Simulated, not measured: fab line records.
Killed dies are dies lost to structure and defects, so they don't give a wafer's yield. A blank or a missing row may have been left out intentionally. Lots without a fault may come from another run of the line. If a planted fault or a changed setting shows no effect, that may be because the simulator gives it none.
Which tool did it?	flow gf180mcu	24 lots, 72 wafers sampled, at 6 steps of a route of 602

WHAT THE GAUGES SHOWED, per wafer
GF_M2_RS_MEAS_05: a four-point-probe measurement.
lot	measured	on	M2_ALCU_RS (ohm/sq)
L074	day 17 20:33	film metro-03	0.0700 0.0711 0.0708
L075	day 18 09:53	film metro-01	0.0711 0.0707 0.0699
L076	day 18 13:22	film metro-03	0.0687 0.0690 0.0689
L077	day 18 23:38	film metro-01	0.0700 0.0707 0.0703
L078	day 19 12:03	film metro-01	0.0705 0.0704 0.0712
L079	day 19 23:47	film metro-02	0.0692 0.0692 0.0695
L080	day 20 04:57	film metro-02	0.0693 0.0692 0.0694
L081	day 20 23:08	film metro-02	0.0693 0.0697 0.0695
L082	day 21 00:31	film metro-03	0.0703 0.0699 0.0704
L083	day 21 14:11	film metro-01	0.0696 0.0701 0.0691
L084	day 21 20:12	film metro-03	0.0689 0.0691 0.0686
L085	day 22 11:28	film metro-01	0.0684 0.0695 0.0690
L086	day 22 13:22	film metro-02	0.0692 0.0694 0.0686
L087	day 23 04:35	film metro-02	0.0696 0.0694 0.0694
L088	day 23 13:07	film metro-02	0.0710 0.0700 0.0698
L089	day 23 23:37	film metro-02	0.0699 0.0701 0.0705
L090	day 24 13:40	film metro-03	0.0684 0.0686 0.0681
L091	day 25 01:02	film metro-03	0.0701 0.0695 0.0692
L092	day 25 06:02	film metro-02	0.0687 0.0696 0.0695
L093	day 25 09:36	film metro-02	0.0698 0.0712 0.0706
L094	day 25 12:55	film metro-03	0.0691 0.0693 0.0691
L095	day 25 17:11	film metro-01	0.0703 0.0695 0.0693
L096	day 26 01:00	film metro-01	0.0697 0.0697 0.0693
L097	day 26 10:37	film metro-03	0.0686 0.0691 0.0693

GF_V3_BOW_MEAS_05.
lot	measured	on	V3_BOW (um)
L074	day 21 00:32	film metro-02	110 114 123
L075	day 21 15:45	film metro-02	112 114 100
L076	day 21 18:31	film metro-02	101 100 116
L077	day 22 05:09	film metro-04	108 124 109
L078	day 22 17:24	film metro-03	105 109 115
L079	day 23 03:17	film metro-03	121 105 109
L080	day 23 08:30	film metro-03	117 99 105
L081	day 24 00:16	film metro-03	115 122 123
L082	day 24 00:32	film metro-02	119 119 122
L083	day 24 14:29	film metro-03	102 110 103
L084	day 24 21:40	film metro-02	105 101 110
L085	day 25 10:52	film metro-02	117 109 116
L086	day 25 11:53	film metro-03	100 102 109
L087	day 26 02:01	film metro-02	108 121 116
L088	day 26 09:34	film metro-02	111 122 108
L089	day 26 19:28	film metro-04	112 114 120
L090	day 27 09:32	film metro-03	127 119 116
L091	day 27 19:08	film metro-02	97 107 104
L092	day 28 01:13	film metro-02	121 102 111
L093	day 28 02:35	film metro-04	115 115 133
L094	day 28 07:17	film metro-04	106 110 122
L095	day 28 09:47	film metro-02	100 99 113
L096	day 28 17:35	film metro-02	113 119 126
L097	day 29 01:52	film metro-03	117 102 99

GF_V4_OVL_MEAS_15.
lot	measured	on	V4_OVL (nm)
L074	day 23 23:38	overlay-02	-11 -13 -4
L075	day 24 14:47	overlay-02	0 0 -4
L076	day 24 16:55	overlay-02	-8 -17 -2
L077	day 25 04:32	overlay-01	-8 -12 -10
L078	day 25 13:54	overlay-01	3 0 5
L079	day 26 00:06	overlay-02	-18 -17 -13
L080	day 26 03:55	overlay-01	3 5 1
L081	day 26 19:05	overlay-01	-5 -5 -2
L082	day 26 19:41	overlay-01	-1 -8 -1
L083	day 27 09:34	overlay-02	-2 13 3
L084	day 27 14:28	overlay-02	0 2 4
L085	day 28 03:20	overlay-01	-4 -5 0
L086	day 28 04:01	overlay-02	-10 -6 -9
L087	day 28 16:23	overlay-01	0 -7 4
L088	day 28 22:25	overlay-01	-8 -6 -12
L089	day 29 09:23	overlay-02	-12 -8 -7
L090	day 29 21:59	overlay-01	7 -8 -4
L091	day 30 07:07	overlay-01	-6 -3 5
L092	day 30 12:11	overlay-01	-10 0 -10
L093	day 30 14:41	overlay-02	-6 -2 0
L094	day 30 17:29	overlay-02	-1 1 -4
L095	day 30 20:25	overlay-02	-3 0 3
L096	day 31 02:48	overlay-02	-5 -5 -2
L097	day 31 11:58	overlay-01	-19 -10 -16

GF_V5_RS_MEAS_24: a four-point-probe measurement.
lot	measured	on	V5_W_RS (ohm/sq)
L074	day 26 19:41	film metro-03	0.321 0.329 0.324
L075	day 27 09:41	film metro-02	0.323 0.329 0.332
L076	day 27 12:18	film metro-02	0.328 0.329 0.329
L077	day 27 22:58	film metro-03	0.330 0.330 0.322
L078	day 28 07:40	film metro-02	0.326 0.331 0.332
L079	day 28 16:58	film metro-02	0.322 0.324 0.327
L080	day 28 21:11	film metro-02	0.328 0.326 0.331
L081	day 29 10:41	film metro-02	0.323 0.325 0.331
L082	day 29 11:40	film metro-03	0.324 0.329 0.325
L083	day 29 23:17	film metro-02	0.321 0.320 0.330
L084	day 30 03:21	film metro-02	0.325 0.328 0.329
L085	day 30 16:16	film metro-02	0.327 0.330 0.328
L086	day 30 16:41	film metro-02	0.326 0.322 0.325
L087	day 31 02:57	film metro-03	0.329 0.333 0.328
L088	day 31 09:58	film metro-02	0.321 0.326 0.328
L089	day 31 18:25	film metro-02	0.325 0.324 0.329
L090	day 32 07:42	film metro-02	0.330 0.334 0.328
L091	day 32 14:33	film metro-04	0.325 0.325 0.325
L092	day 32 19:26	film metro-03	0.325 0.328 0.323
L093	day 32 21:51	film metro-04	0.331 0.323 0.327
L094	day 33 00:26	film metro-03	0.333 0.326 0.327
L095	day 33 06:30	film metro-04	0.326 0.329 0.329
L096	day 33 09:05	film metro-04	0.329 0.332 0.329
L097	day 33 16:46	film metro-02	0.332 0.329 0.327

WHAT TOOL EACH LOT RAN ON (gives the tool, then ch and the chambers of the sampled wafers, and finally the start)
lot	GF_V3_STRIP_18	GF_M5_STRIP_11
L074	plasma asher-01 ch 0,1, day 22 00:11	plasma asher-03 ch 0,1, day 25 20:39
L075	plasma asher-01 ch 0,1, day 22 15:36	plasma asher-04 ch 0,1, day 26 11:03
L076	plasma asher-03 ch 0,1, day 22 17:41	plasma asher-01 ch 0,1, day 26 13:51
L077	plasma asher-01 ch 0, day 23 04:38	plasma asher-01 ch 0,1, day 27 00:51
L078	plasma asher-01 ch 0,1, day 23 16:26	plasma asher-01 ch 0,1, day 27 09:44
L079	plasma asher-04 ch 0,1, day 24 01:38	plasma asher-01 ch 0,1, day 27 18:59
L080	plasma asher-01 ch 0,1, day 24 06:31	plasma asher-01 ch 0,1, day 27 23:32
L081	plasma asher-03 ch 0,1, day 24 22:15	plasma asher-03 ch 0,1, day 28 12:48
L082	plasma asher-04 ch 0,1, day 24 22:26	plasma asher-03 ch 0,1, day 28 13:50
L083	plasma asher-04 ch 0,1, day 25 12:23	plasma asher-03 ch 0,1, day 29 02:33
L084	plasma asher-03 ch 0,1, day 25 19:11	plasma asher-04 ch 0,1, day 29 06:56
L085	plasma asher-01 ch 0,1, day 26 08:32	plasma asher-01 ch 0,1, day 29 19:57
L086	plasma asher-04 ch 0,1, day 26 09:32	plasma asher-04 ch 0,1, day 29 20:25
L087	plasma asher-01 ch 0,1, day 26 22:47	plasma asher-01 ch 1, day 30 07:41
L088	plasma asher-04 ch 1, day 27 06:13	plasma asher-01 ch 0,1, day 30 14:15
L089	plasma asher-03 ch 0,1, day 27 15:52	plasma asher-04 ch 0,1, day 30 23:07
L090	plasma asher-03 ch 0,1, day 28 05:43	plasma asher-01 ch 1, day 31 12:22
L091	plasma asher-01 ch 0,1, day 28 14:01	plasma asher-03 ch 0,1, day 31 19:36
L092	plasma asher-01 ch 0,1, day 28 20:41	plasma asher-03 ch 0, day 32 00:57
L093	plasma asher-03 ch 0,1, day 28 22:01	plasma asher-01 ch 0,1, day 32 02:53
L094	plasma asher-03 ch 0,1, day 29 02:16	plasma asher-01 ch 0,1, day 32 06:04
L095	plasma asher-03 ch 0,1, day 29 05:03	plasma asher-01 ch 0,1, day 32 09:25
L096	plasma asher-04 ch 0,1, day 29 12:19	plasma asher-03 ch 0,1, day 32 14:51
L097	plasma asher-03 ch 1, day 29 20:37	plasma asher-03 ch 0,1, day 32 23:43
- GF_V3_STRIP_18: strips in O2/N2.
- GF_M5_STRIP_11: strips in O2/N2.

WHAT THE TOOLS THEMSELVES READ (means of the sampled wafers that have a number; where no wafer has one, the mark that the record gives instead)
GF_V3_STRIP_18.
lot	tool	drypump motor current A (A)	heater power w (W)	oes product au (a.u.)
L074	plasma asher-01	5.8	396	0.592
L075	plasma asher-01	5.8	392	0.590
L076	plasma asher-03	5.8	342	0.591
L077	plasma asher-01	5.9	404	0.586
L078	plasma asher-01	5.8	398	0.587
L079	plasma asher-04	6.2	351	0.596
L080	plasma asher-01	5.7	386	0.593
L081	plasma asher-03	5.6	357	0.588
L082	plasma asher-04	6.2	382	0.592
L083	plasma asher-04	6.2	352	0.591
L084	plasma asher-03	5.8	342	0.593
L085	plasma asher-01	5.7	377	0.592
L086	plasma asher-04	6.2	381	0.586
L087	plasma asher-01	5.7	381	0.594
L088	plasma asher-04	6.1	318	0.589
L089	plasma asher-03	5.8	347	0.582
L090	plasma asher-03	5.6	357	0.593
L091	plasma asher-01	5.8	397	0.589
L092	plasma asher-01	5.7	379	0.595
L093	plasma asher-03	5.8	342	0.594
L094	plasma asher-03	5.8	343	0.595
L095	plasma asher-03	5.8	346	0.592
L096	plasma asher-04	6.2	351	0.593
L097	plasma asher-03	6.1	336	0.592

GF_M5_STRIP_11.
lot	tool	drypump motor current A (A)	heater power w (W)	oes product au (a.u.)	strip time to endpoint s (s)
L074	plasma asher-03	5.6	352	0.518	7.00
L075	plasma asher-04	6.2	357	0.527	7.05
L076	plasma asher-01	5.6	381	0.521	7.05
L077	plasma asher-01	5.8	400	0.520	7.04
L078	plasma asher-01	5.7	381	0.523	7.01
L079	plasma asher-01	5.7	381	0.523	7.07
L080	plasma asher-01	5.8	394	0.521	7.04
L081	plasma asher-03	5.6	351	0.526	7.03
L082	plasma asher-03	5.9	340	0.518	7.00
L083	plasma asher-03	5.8	343	0.525	6.99
L084	plasma asher-04	6.1	349	0.521	7.02
L085	plasma asher-01	5.8	396	0.523	6.99
L086	plasma asher-04	6.1	356	0.521	7.04
L087	plasma asher-01	5.5	366	0.523	7.01
L088	plasma asher-01	5.6	384	0.524	7.04
L089	plasma asher-04	6.1	352	0.523	7.03
L090	plasma asher-01	5.6	370	0.527	7.05
L091	plasma asher-03	5.6	354	0.523	7.07
L092	plasma asher-03	5.3	361	0.517	6.99
L093	plasma asher-01	5.7	381	0.521	7.03
L094	plasma asher-01	5.7	383	0.523	6.99
L095	plasma asher-01	5.8	401	0.526	7.03
L096	plasma asher-03	5.6	350	0.527	7.04
L097	plasma asher-03	5.6	353	0.524	6.99

THE ANSWER, worked out from the rows above alone
Rule: the usual values come from the lots themselves. Put in order of their means at a reading, lots are off if they are a third of the lots or fewer, leave a main group of 4 or more, and stand apart from it by a gap of 3 or more times the standard deviation of the main group's means; of several such gaps the widest counts. If all means in a main group match to the digits the tables above print for the reading, that group is not used. Also off: a lot with no number at a reading for which 4 or more lots have one. Any other lot the step has rows for is counted as sound. Order of review: gauges by route order, followed by the tools' own readings, for which a lot's mean as printed above is used. At the first step where some lot is off, the reading lying furthest off is the one used; lots without a number count as furthest.
None of the lots is off at any reading shown; this tells nothing.

WHAT HAD BEEN PUT IN BY THE SIMULATOR
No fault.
